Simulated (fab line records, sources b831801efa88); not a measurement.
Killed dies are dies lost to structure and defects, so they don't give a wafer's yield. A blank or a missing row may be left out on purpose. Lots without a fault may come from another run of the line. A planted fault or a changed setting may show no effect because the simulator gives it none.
Which tool did it? | flow gf180mcu | 13 lots, 39 wafers sampled, at 5 steps of a route of 602

WHAT THE GAUGES READ, wafer by wafer
GF_DUAL_GATE_OVL_MEAS_11. Usual: DUAL_GATE_OVL 0.5 nm, standard deviation 1.5.
lot  | measured     | on         | DUAL_GATE_OVL (nm) | flag
L803 | day 8 13:35  | overlay-02 | 0.7 0.0 4.0        |
L804 | day 8 21:16  | overlay-02 | -0.3 -0.4 -0.5     |
L805 | day 9 12:43  | overlay-01 | -1.9 0.9 0.5       |
L806 | day 9 16:28  | overlay-02 | -1.0 -1.3 -0.6     |
L808 | day 10 06:25 | overlay-02 | 1.8 2.1 0.3        |
L809 | day 10 10:34 | overlay-02 | 0.0 0.7 -0.4       |
L810 | day 10 18:06 | overlay-02 | -2.3 -0.7 -1.0     |
L811 | day 10 20:49 | overlay-02 | 0.3 0.3 1.3        |
L812 | day 11 04:03 | overlay-01 | 1.4 1.8 1.0        |
L816 | day 12 08:46 | overlay-01 | -0.2 1.2 0.5       |
L821 | day 13 17:27 | overlay-02 | -0.1 -0.7 0.1      |
L822 | day 14 00:39 | overlay-02 | -2.8 -1.3 0.5      |
L825 | day 14 22:09 | overlay-01 | 0.8 -0.2 -0.4      |

GF_HV_LDD_RS_MEAS_53: measures by four-point-probe. Usual: HV_LDD_RS 418.4 ohm/sq, standard deviation 1.1.
lot  | measured     | on            | HV_LDD_RS (ohm/sq) | flag
L803 | day 12 14:33 | film_metro-01 | 418.7 419.1 418.4  |
L804 | day 13 02:56 | film_metro-03 | 418.6 417.9 419.7  |
L805 | day 13 17:06 | film_metro-01 | 420.2 419.2 419.7  |
L806 | day 13 23:38 | film_metro-03 | 418.9 416.8 417.5  |
L808 | day 14 13:18 | film_metro-01 | 419.7 417.9 420.6  |
L809 | day 14 19:29 | film_metro-03 | 417.5 417.3 417.6  |
L810 | day 15 03:08 | film_metro-03 | 417.7 417.8 417.9  |
L811 | day 15 07:50 | film_metro-03 | 418.3 417.4 418.0  |
L812 | day 15 17:02 | film_metro-04 | 419.3 419.2 418.6  |
L816 | day 17 00:28 | film_metro-03 | 433.1 434.4 435.3  | OFF
L821 | day 18 15:35 | film_metro-01 | 418.2 419.2 419.0  |
L822 | day 18 23:59 | film_metro-01 | 419.2 420.0 420.5  |
L825 | day 19 23:20 | film_metro-04 | 419.2 418.8 419.1  |

GF_NSD_TW_MEAS_12. Usual: NSD_TW 4209, standard deviation 44.
lot  | measured     | on            | NSD_TW         | flag
L803 | day 13 12:50 | film_metro-02 | 4175 4205 4212 |
L804 | day 14 02:22 | film_metro-02 | 4192 4226 4200 |
L805 | day 14 16:50 | film_metro-02 | 4158 4195 4171 |
L806 | day 14 23:04 | film_metro-04 | 4259 4263 4294 |
L808 | day 15 13:19 | film_metro-03 | 4175 4197 4181 |
L809 | day 15 21:01 | film_metro-04 | 4278 4282 4276 |
L810 | day 16 03:43 | film_metro-04 | 4280 4276 4278 |
L811 | day 16 08:28 | film_metro-02 | 4227 4211 4202 |
L812 | day 16 18:19 | film_metro-02 | 4186 4219 4205 |
L816 | day 18 02:43 | film_metro-02 | 4221 4203 4210 |
L821 | day 19 19:04 | film_metro-04 | 4314 4280 4302 |
L822 | day 20 03:13 | film_metro-02 | 4192 4217 4213 |
L825 | day 21 02:48 | film_metro-02 | 4208 4213 4207 |

WHICH TOOL RAN EACH LOT (tool, then ch and the chambers of the sampled wafers, then the start)
lot  | GF_DUAL_GATE_STRIP_13                | GF_HV_LDD_IMPLANT_09
L803 | plasma_asher-03 ch 0,1, day 8 13:43  | implanter-04 ch 0, day 10 05:20
L804 | plasma_asher-01 ch 0,1, day 8 21:22  | implanter-04 ch 0, day 10 16:34
L805 | plasma_asher-01 ch 0,1, day 9 12:52  | implanter-03 ch 0, day 11 05:20
L806 | plasma_asher-03 ch 0,1, day 9 16:34  | implanter-03 ch 0, day 11 11:07
L808 | plasma_asher-03 ch 0,1, day 10 06:31 | implanter-04 ch 0, day 11 23:59
L809 | plasma_asher-01 ch 1, day 10 10:40   | implanter-04 ch 0, day 12 03:55
L810 | plasma_asher-01 ch 0,1, day 10 18:13 | implanter-04 ch 0, day 12 12:48
L811 | plasma_asher-03 ch 0,1, day 10 20:55 | implanter-03 ch 0, day 12 16:30
L812 | plasma_asher-03 ch 0,1, day 11 04:10 | implanter-03 ch 0, day 13 00:25
L816 | plasma_asher-04 ch 0,1, day 12 08:53 | implanter-04 ch 0, day 14 05:53
L821 | plasma_asher-03 ch 0,1, day 13 17:34 | implanter-02 ch 0, day 15 17:16
L822 | plasma_asher-04 ch 0,1, day 14 00:46 | implanter-03 ch 0, day 16 00:49
L825 | plasma_asher-03 ch 0,1, day 14 22:16 | implanter-02 ch 0, day 16 23:07
- GF_DUAL_GATE_STRIP_13: strips in O2/N2.
- GF_HV_LDD_IMPLANT_09

WHAT THE TOOLS THEMSELVES READ (means of the sampled wafers that have a number; where no wafer has one, the mark that the record gives instead)
GF_DUAL_GATE_STRIP_13. Usual: drypump_motor_current_A 5.7 A, standard deviation 0.53; heater_power_w 334 W, standard deviation 49; oes_product_au 0.716 a.u., standard deviation 0.0046; strip_time_to_endpoint_s 12.62 s, standard deviation 0.032.
lot  | tool            | drypump_motor_current_A (A) | heater_power_w (W) | oes_product_au (a.u.) | strip_time_to_endpoint_s (s) | flag
L803 | plasma_asher-03 | 5.7                         | 341                | 0.714                 | 12.59                        |
L804 | plasma_asher-01 | 5.0                         | 321                | 0.715                 | 12.56                        |
L805 | plasma_asher-01 | 5.3                         | 373                | 0.718                 | 12.63                        |
L806 | plasma_asher-03 | 5.9                         | 331                | 0.718                 | 12.67                        |
L808 | plasma_asher-03 | 5.9                         | 336                | 0.715                 | 12.60                        |
L809 | plasma_asher-01 | 4.7                         | 277                | 0.713                 | 12.63                        |
L810 | plasma_asher-01 | 5.4                         | 368                | 0.715                 | 12.65                        |
L811 | plasma_asher-03 | 5.9                         | 339                | 0.717                 | 12.57                        |
L812 | plasma_asher-03 | 5.9                         | 335                | 0.719                 | 12.68                        |
L816 | plasma_asher-04 | 6.1                         | 302                | 0.717                 | 12.63                        |
L821 | plasma_asher-03 | 5.7                         | 345                | 0.715                 | 12.63                        |
L822 | plasma_asher-04 | 6.1                         | 300                | 0.719                 | 12.65                        |
L825 | plasma_asher-03 | 5.7                         | 343                | 0.716                 | 12.61                        |

GF_HV_LDD_IMPLANT_09. Usual: beam_on_s 10.00 s, standard deviation 0.2.
lot  | tool         | beam_on_s (s) | flag
L803 | implanter-04 | 10.11         |
L804 | implanter-04 | 10.05         |
L805 | implanter-03 | 10.03         |
L806 | implanter-03 | 10.08         |
L808 | implanter-04 | 10.12         |
L809 | implanter-04 | 9.74          |
L810 | implanter-04 | 10.04         |
L811 | implanter-03 | 10.03         |
L812 | implanter-03 | 9.89          |
L816 | implanter-04 | 10.14         |
L821 | implanter-02 | 9.84          |
L822 | implanter-03 | 9.81          |
L825 | implanter-02 | 9.91          |

THE ANSWER, worked out from the rows above alone
Rule: a lot is off if the mean of its wafers that have a number lies more than 3 standard deviations from the usual mean. A lot without any number at a reading at which 4 lots or more have one is off too. The other lots that the step has rows for count as sound. The gauges are gone through in route order, then the tools' own readings, and for those a lot's mean is taken as printed above. The first step at which some lot is off is used, and at that step the reading that is off furthest; a lot without a number counts as furthest.
Off: L816, at GF_HV_LDD_RS_MEAS_53 (HV_LDD_RS).
A tool fits if, at a process step before that reading, it ran every lot that is off, and no sound lot after the first of them. The gauges at GF_HV_LDD_RS_MEAS_53 are tried like those tools. Can't be told from this: 2 tools fit, implanter-04 at GF_HV_LDD_IMPLANT_09, film_metro-03 at GF_HV_LDD_RS_MEAS_53.

WHAT THE SIMULATOR HAD PUT IN
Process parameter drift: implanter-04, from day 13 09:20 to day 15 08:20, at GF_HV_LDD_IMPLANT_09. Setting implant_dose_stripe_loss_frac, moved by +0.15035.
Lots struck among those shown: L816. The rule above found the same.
